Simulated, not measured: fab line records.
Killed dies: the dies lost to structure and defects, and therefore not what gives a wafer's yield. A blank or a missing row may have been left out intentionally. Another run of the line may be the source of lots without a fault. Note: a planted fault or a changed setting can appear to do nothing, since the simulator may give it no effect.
fab line records + flow gf180mcu
[record]
- lots = 14
- wafers = 42
- last_day = 34
route steps=602 shown DUAL_GATE@144 HV_LDD@182 NSD@247
lots with no fault: from the same line, run without faults
start_h: hours from the record's opening day to when the first of the lot's shown wafers began + wait_h: time in hours since the lot's previous step + " identical to the entry in the row above + L1.1+2: a row that stands for several wafers + - value missing, or start not given + * or withheld: withheld + < > ~ a bound
route shown NAME@n: names a module that has steps shown in the file, with the first one's number in the route + usual: mean and standard deviation over wafers with no fault + same: alike in all rows + chamber/n: place in a boat + sites: each site's reading + _std_site: the standard deviation of these + _edge_site: the outer-site mean with the inner-site mean subtracted + radius_mm: for every site, how far away it sits from the centre of the wafer + mask NAME#n: copy n + behind: the tool/chamber that last shaped the wafer + hold: the reason the lot was held/the length of the hold in hours/how it ended + device: names the non-switching transistor (n, p or np) + end of line: tests of these same wafers at the route's end + step lacking rows: just its recipe + killed: at the first sort, the dies lost to defects and structure; wafer yield is something else + map: per-die view of a wafer (x killed, . not killed, _ where there is no die)
set.NAME: setting as actually run; set.NAME@STEP: the setting as run at that earlier step + model.NAME: the simulator's own value behind a step, which no gauge read
steps of the route over a sample of lots; a table a step, a row a wafer
services: from which hour (start_h, from the record's first day; less than 0 if before it) a tool's chamber was out of use, for how many hours, and why
[[steps]]
[step GF_DUAL_GATE_THK_MEAS_03]
[recipe]
- reads = SiO2_of_DUAL_GATE_OXIDATION_02
[usual]
- DUAL_GATE_OXIDATION_00_THK = 10.82/0.24
| lot.wafer | tool          | chamber | start_h | wait_h | DUAL_GATE_OXIDATION_00_THK[nm] |
|-----------|---------------|---------|---------|--------|--------------------------------|
| L445.1    | film_metro-03 | -       | 166.96  | 0.0    | 11.19                          |
| L445.4    | "             | -       | "       | "      | 11.04                          |
| L445.5    | "             | -       | "       | "      | 11.22                          |
| L446.2    | film_metro-02 | -       | 173.45  | 0.0    | 10.93                          |
| L446.5    | "             | -       | "       | "      | 10.95                          |
| L446.6    | "             | -       | "       | "      | 10.82                          |
| L447.1    | film_metro-01 | -       | 179.18  | 0.0    | 10.82                          |
| L447.5    | "             | -       | "       | "      | 10.87                          |
| L447.6    | "             | -       | "       | "      | 10.70                          |
| L449.1    | film_metro-02 | -       | 193.76  | 0.0    | 10.96                          |
| L449.3    | "             | -       | "       | "      | 10.99                          |
| L449.6    | "             | -       | "       | "      | 10.97                          |
| L450.2    | film_metro-03 | -       | 200.38  | 0.0    | 10.86                          |
| L450.4    | "             | -       | "       | "      | 10.79                          |
| L450.5    | "             | -       | "       | "      | 10.77                          |
| L451.1    | film_metro-02 | -       | 208.07  | 0.0    | 10.97                          |
| L451.2    | "             | -       | "       | "      | 10.75                          |
| L451.4    | "             | -       | "       | "      | 11.00                          |
| L453.1    | film_metro-01 | -       | 217.98  | 0.0    | 11.04                          |
| L453.2    | "             | -       | "       | "      | 11.08                          |
| L453.5    | "             | -       | "       | "      | 11.14                          |
| L458.1    | film_metro-03 | -       | 253.42  | 0.0    | 10.55                          |
| L458.3    | "             | -       | "       | "      | 10.52                          |
| L458.6    | "             | -       | "       | "      | 10.31                          |
| L460.1    | film_metro-01 | -       | 268.97  | 0.0    | 10.54                          |
| L460.2    | "             | -       | "       | "      | 10.69                          |
| L460.4    | "             | -       | "       | "      | 10.90                          |
| L462.2    | film_metro-02 | -       | 281.34  | 0.0    | 10.74                          |
| L462.4    | "             | -       | "       | "      | 10.67                          |
| L462.5    | "             | -       | "       | "      | 10.68                          |
| L463.1    | film_metro-01 | -       | 286.58  | 0.0    | 10.89                          |
| L463.2    | "             | -       | "       | "      | 10.69                          |
| L463.6    | "             | -       | "       | "      | 10.66                          |
| L464.2    | film_metro-01 | -       | 293.29  | 0.0    | 10.83                          |
| L464.3    | "             | -       | "       | "      | 10.71                          |
| L464.4    | "             | -       | "       | "      | 10.97                          |
| L466.3    | film_metro-03 | -       | 309.96  | 0.0    | 10.66                          |
| L466.4    | "             | -       | "       | "      | 10.52                          |
| L466.6    | "             | -       | "       | "      | 10.58                          |
| L467.2    | film_metro-03 | -       | 315.21  | 0.0    | 10.70                          |
| L467.3    | "             | -       | "       | "      | 10.98                          |
| L467.6    | "             | -       | "       | "      | 10.99                          |
[step GF_HV_LDD_DEVELOP_06]
[recipe]
- develop_time_s = 60
- dev_temp_c = 23
[usual]
- resist_line_temp_C = 23.01/0.12
| lot.wafer | tool           | chamber | start_h | wait_h | resist_line_temp_C |
|-----------|----------------|---------|---------|--------|--------------------|
| L445.1    | litho_track-01 | 0       | 224.28  | 0.1    | 22.87              |
| L445.4    | "              | 0       | "       | "      | 23.00              |
| L445.5    | "              | 0       | "       | "      | 22.90              |
| L446.2    | litho_track-01 | 0       | 228.40  | 0.1    | 23.00              |
| L446.5    | "              | 0       | "       | "      | 23.05              |
| L446.6    | "              | 0       | "       | "      | 23.12              |
| L447.1    | litho_track-04 | 0       | 238.58  | 0.1    | 23.27              |
| L447.5    | "              | 0       | "       | "      | 23.12              |
| L447.6    | "              | 0       | "       | "      | 23.24              |
| L449.1    | litho_track-01 | 0       | 252.98  | 0.1    | 22.86              |
| L449.3    | "              | 0       | "       | "      | 23.05              |
| L449.6    | "              | 0       | "       | "      | 23.05              |
| L450.2    | litho_track-03 | 0       | 258.94  | 0.1    | 23.01              |
| L450.4    | "              | 0       | "       | "      | 22.76              |
| L450.5    | "              | 0       | "       | "      | 22.87              |
| L451.1    | litho_track-04 | 0       | 268.53  | 0.1    | 22.99              |
| L451.2    | "              | 0       | "       | "      | 23.03              |
| L451.4    | "              | 0       | "       | "      | 22.99              |
| L453.1    | litho_track-01 | 0       | 278.33  | 0.1    | 22.84              |
| L453.2    | "              | 0       | "       | "      | 22.97              |
| L453.5    | "              | 0       | "       | "      | 22.92              |
| L458.1    | litho_track-03 | 0       | 317.97  | 0.1    | 23.19              |
| L458.3    | "              | 0       | "       | "      | 23.20              |
| L458.6    | "              | 0       | "       | "      | 23.33              |
| L460.1    | litho_track-03 | 0       | 333.77  | 0.1    | 23.10              |
| L460.2    | "              | 0       | "       | "      | 23.14              |
| L460.4    | "              | 0       | "       | "      | 23.03              |
| L462.2    | litho_track-01 | 0       | 349.10  | 0.1    | 22.93              |
| L462.4    | "              | 0       | "       | "      | 22.95              |
| L462.5    | "              | 0       | "       | "      | 23.03              |
| L463.1    | litho_track-01 | 0       | 352.97  | 0.1    | 22.97              |
| L463.2    | "              | 0       | "       | "      | 23.18              |
| L463.6    | "              | 0       | "       | "      | 22.96              |
| L464.2    | litho_track-03 | 0       | 362.19  | 0.1    | 23.08              |
| L464.3    | "              | 0       | "       | "      | 23.16              |
| L464.4    | "              | 0       | "       | "      | 23.02              |
| L466.3    | litho_track-01 | 0       | 379.62  | 0.1    | 23.14              |
| L466.4    | "              | 0       | "       | "      | 22.89              |
| L466.6    | "              | 0       | "       | "      | 23.04              |
| L467.2    | litho_track-01 | 0       | 388.00  | 0.1    | 22.92              |
| L467.3    | "              | 0       | "       | "      | 22.86              |
| L467.6    | "              | 0       | "       | "      | 22.78              |
[step GF_HV_LDD_CD_MEAS_07]
[recipe]
- target_cd_nm = 400
[usual]
- cd_nm = 399.2/2.4
| lot.wafer | tool      | chamber | start_h | wait_h | cd_nm |
|-----------|-----------|---------|---------|--------|-------|
| L445.1    | cd_sem-02 | -       | 224.43  | 0.1    | 400.2 |
| L445.4    | "         | -       | "       | "      | 401.2 |
| L445.5    | "         | -       | "       | "      | 400.4 |
| L446.2    | cd_sem-01 | -       | 228.55  | 0.1    | 400.1 |
| L446.5    | "         | -       | "       | "      | 395.7 |
| L446.6    | "         | -       | "       | "      | 399.8 |
| L447.1    | cd_sem-02 | -       | 238.73  | 0.1    | 398.0 |
| L447.5    | "         | -       | "       | "      | 398.7 |
| L447.6    | "         | -       | "       | "      | 396.6 |
| L449.1    | cd_sem-02 | -       | 253.15  | 0.1    | 366.2 |
| L449.3    | "         | -       | "       | "      | 367.0 |
| L449.6    | "         | -       | "       | "      | 366.7 |
| L450.2    | cd_sem-02 | -       | 259.09  | 0.1    | 394.4 |
| L450.4    | "         | -       | "       | "      | 391.8 |
| L450.5    | "         | -       | "       | "      | 393.3 |
| L451.1    | cd_sem-01 | -       | 268.68  | 0.1    | 401.7 |
| L451.2    | "         | -       | "       | "      | 401.7 |
| L451.4    | "         | -       | "       | "      | 399.7 |
| L453.1    | cd_sem-02 | -       | 278.55  | 0.2    | 368.2 |
| L453.2    | "         | -       | "       | "      | 367.6 |
| L453.5    | "         | -       | "       | "      | 366.9 |
| L458.1    | cd_sem-01 | -       | 318.12  | 0.1    | 401.0 |
| L458.3    | "         | -       | "       | "      | 398.6 |
| L458.6    | "         | -       | "       | "      | 400.9 |
| L460.1    | cd_sem-02 | -       | 333.92  | 0.1    | 398.2 |
| L460.2    | "         | -       | "       | "      | 399.9 |
| L460.4    | "         | -       | "       | "      | 399.3 |
| L462.2    | cd_sem-02 | -       | 349.24  | 0.1    | 398.5 |
| L462.4    | "         | -       | "       | "      | 398.3 |
| L462.5    | "         | -       | "       | "      | 399.4 |
| L463.1    | cd_sem-01 | -       | 353.12  | 0.1    | 398.3 |
| L463.2    | "         | -       | "       | "      | 402.0 |
| L463.6    | "         | -       | "       | "      | 401.6 |
| L464.2    | cd_sem-01 | -       | 362.34  | 0.1    | 400.5 |
| L464.3    | "         | -       | "       | "      | 401.1 |
| L464.4    | "         | -       | "       | "      | 399.3 |
| L466.3    | cd_sem-01 | -       | 379.76  | 0.1    | 401.9 |
| L466.4    | "         | -       | "       | "      | 401.2 |
| L466.6    | "         | -       | "       | "      | 401.9 |
| L467.2    | cd_sem-01 | -       | 388.14  | 0.1    | 400.4 |
| L467.3    | "         | -       | "       | "      | 402.2 |
| L467.6    | "         | -       | "       | "      | 400.9 |
[step GF_HV_LDD_OVL_MEAS_20]
[usual]
- HV_LDD_01_OVL = 0.2/1.2
| lot.wafer | tool       | chamber | start_h | wait_h | HV_LDD_01_OVL[nm] |
|-----------|------------|---------|---------|--------|-------------------|
| L445.1    | overlay-02 | -       | 243.35  | 0.1    | 2.4               |
| L445.4    | "          | -       | "       | "      | 1.5               |
| L445.5    | "          | -       | "       | "      | 0.6               |
| L446.2    | overlay-01 | -       | 247.35  | 0.1    | 2.7               |
| L446.5    | "          | -       | "       | "      | 2.3               |
| L446.6    | "          | -       | "       | "      | 0.8               |
| L447.1    | overlay-01 | -       | 257.49  | 0.1    | 0.6               |
| L447.5    | "          | -       | "       | "      | 1.3               |
| L447.6    | "          | -       | "       | "      | 0.9               |
| L449.1    | overlay-01 | -       | 272.10  | 0.1    | -0.4              |
| L449.3    | "          | -       | "       | "      | -0.8              |
| L449.6    | "          | -       | "       | "      | 0.8               |
| L450.2    | overlay-01 | -       | 278.59  | 0.1    | -1.3              |
| L450.4    | "          | -       | "       | "      | -0.9              |
| L450.5    | "          | -       | "       | "      | 0.0               |
| L451.1    | overlay-02 | -       | 289.04  | 0.1    | 0.6               |
| L451.2    | "          | -       | "       | "      | 1.5               |
| L451.4    | "          | -       | "       | "      | 0.1               |
| L453.1    | overlay-02 | -       | 299.00  | 0.1    | 1.8               |
| L453.2    | "          | -       | "       | "      | -1.7              |
| L453.5    | "          | -       | "       | "      | -1.2              |
| L458.1    | overlay-02 | -       | 339.89  | 0.1    | -0.1              |
| L458.3    | "          | -       | "       | "      | -2.2              |
| L458.6    | "          | -       | "       | "      | 0.7               |
| L460.1    | overlay-01 | -       | 355.19  | 0.1    | 0.3               |
| L460.2    | "          | -       | "       | "      | -0.2              |
| L460.4    | "          | -       | "       | "      | -0.6              |
| L462.2    | overlay-02 | -       | 371.30  | 0.1    | 0.8               |
| L462.4    | "          | -       | "       | "      | 0.0               |
| L462.5    | "          | -       | "       | "      | 0.0               |
| L463.1    | overlay-02 | -       | 376.24  | 0.1    | -0.2              |
| L463.2    | "          | -       | "       | "      | -1.7              |
| L463.6    | "          | -       | "       | "      | -0.8              |
| L464.2    | overlay-01 | -       | 385.04  | 0.1    | -0.9              |
| L464.3    | "          | -       | "       | "      | -2.2              |
| L464.4    | "          | -       | "       | "      | -2.6              |
| L466.3    | overlay-02 | -       | 403.40  | 0.1    | -1.5              |
| L466.4    | "          | -       | "       | "      | -0.5              |
| L466.6    | "          | -       | "       | "      | -1.6              |
| L467.2    | overlay-02 | -       | 411.70  | 0.1    | -0.2              |
| L467.3    | "          | -       | "       | "      | -1.1              |
| L467.6    | "          | -       | "       | "      | 0.9               |
[step GF_NSD_TW_MEAS_12]
[usual]
- NSD_TW = 4271/37
| lot.wafer | tool          | chamber | start_h | wait_h | NSD_TW |
|-----------|---------------|---------|---------|--------|--------|
| L445.1    | film_metro-03 | -       | 305.48  | 0.1    | 4359   |
| L445.4    | "             | -       | "       | "      | 4299   |
| L445.5    | "             | -       | "       | "      | 4327   |
| L446.2    | film_metro-04 | -       | 311.24  | 0.1    | 4228   |
| L446.5    | "             | -       | "       | "      | 4238   |
| L446.6    | "             | -       | "       | "      | 4250   |
| L447.1    | film_metro-04 | -       | 321.68  | 0.1    | 4288   |
| L447.5    | "             | -       | "       | "      | 4287   |
| L447.6    | "             | -       | "       | "      | 4291   |
| L449.1    | film_metro-04 | -       | 337.38  | 0.1    | 4261   |
| L449.3    | "             | -       | "       | "      | 4244   |
| L449.6    | "             | -       | "       | "      | 4259   |
| L450.2    | film_metro-03 | -       | 345.09  | 0.1    | 4290   |
| L450.4    | "             | -       | "       | "      | 4308   |
| L450.5    | "             | -       | "       | "      | 4315   |
| L451.1    | film_metro-03 | -       | 355.43  | 0.1    | 4307   |
| L451.2    | "             | -       | "       | "      | 4297   |
| L451.4    | "             | -       | "       | "      | 4283   |
| L453.1    | film_metro-04 | -       | 367.02  | 0.1    | 4288   |
| L453.2    | "             | -       | "       | "      | 4254   |
| L453.5    | "             | -       | "       | "      | 4257   |
| L458.1    | film_metro-04 | -       | 412.52  | 0.1    | 4232   |
| L458.3    | "             | -       | "       | "      | 4263   |
| L458.6    | "             | -       | "       | "      | 4231   |
| L460.1    | film_metro-03 | -       | 427.27  | 0.1    | 4317   |
| L460.2    | "             | -       | "       | "      | 4319   |
| L460.4    | "             | -       | "       | "      | 4312   |
| L462.2    | film_metro-03 | -       | 445.93  | 0.1    | 4305   |
| L462.4    | "             | -       | "       | "      | 4297   |
| L462.5    | "             | -       | "       | "      | 4279   |
| L463.1    | film_metro-04 | -       | 452.07  | 0.1    | 4264   |
| L463.2    | "             | -       | "       | "      | 4275   |
| L463.6    | "             | -       | "       | "      | 4262   |
| L464.2    | film_metro-01 | -       | 460.79  | 0.1    | 4259   |
| L464.3    | "             | -       | "       | "      | 4234   |
| L464.4    | "             | -       | "       | "      | 4229   |
| L466.3    | film_metro-04 | -       | 480.85  | 0.1    | 4281   |
| L466.4    | "             | -       | "       | "      | 4266   |
| L466.6    | "             | -       | "       | "      | 4282   |
| L467.2    | film_metro-03 | -       | 489.68  | 0.1    | 4315   |
| L467.3    | "             | -       | "       | "      | 4319   |
| L467.6    | "             | -       | "       | "      | 4326   |
[[services]]
| tool           | chamber | start_h | hours | kind                      |
|----------------|---------|---------|-------|---------------------------|
| litho_track-03 | -       | 288.08  | -     | consumable_replace:filter |
| litho_track-01 | -       | 375.01  | -     | consumable_replace:filter |
[[key]]
[first_sign]
- step = GF_HV_LDD_CD_MEAS_07
- reading = cd_nm
- direction = down
- sigmas = 14
- usual = 399.2
- struck = 367.1
effect none on later readings
met_at GF_HV_LDD_DEVELOP_06
struck_lots L449,L453
tester_left_out L449,L453
not_acting_at GF_DUAL_GATE_THK_MEAS_03,GF_HV_LDD_OVL_MEAS_20,GF_NSD_TW_MEAS_12
onset_between 228.40 252.98
[fault]
- kind = process_parameter_drift
- tool = litho_track-01
- chamber = -
- onset_h = 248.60
- steps = GF_HV_LDD_DEVELOP_06
- channel = develop_time_s
- offset = *
- shape = step
- end_h = 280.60
- acts_in = *
- stated = *
// tester_left_out: of these lots the tester's yield and bins aren't shown, on N5 and GAA mostly nor the transistor test; their killed dies are dies lost to structure and defects alone, not to doping, threshold or leakage, so they don't give the yield
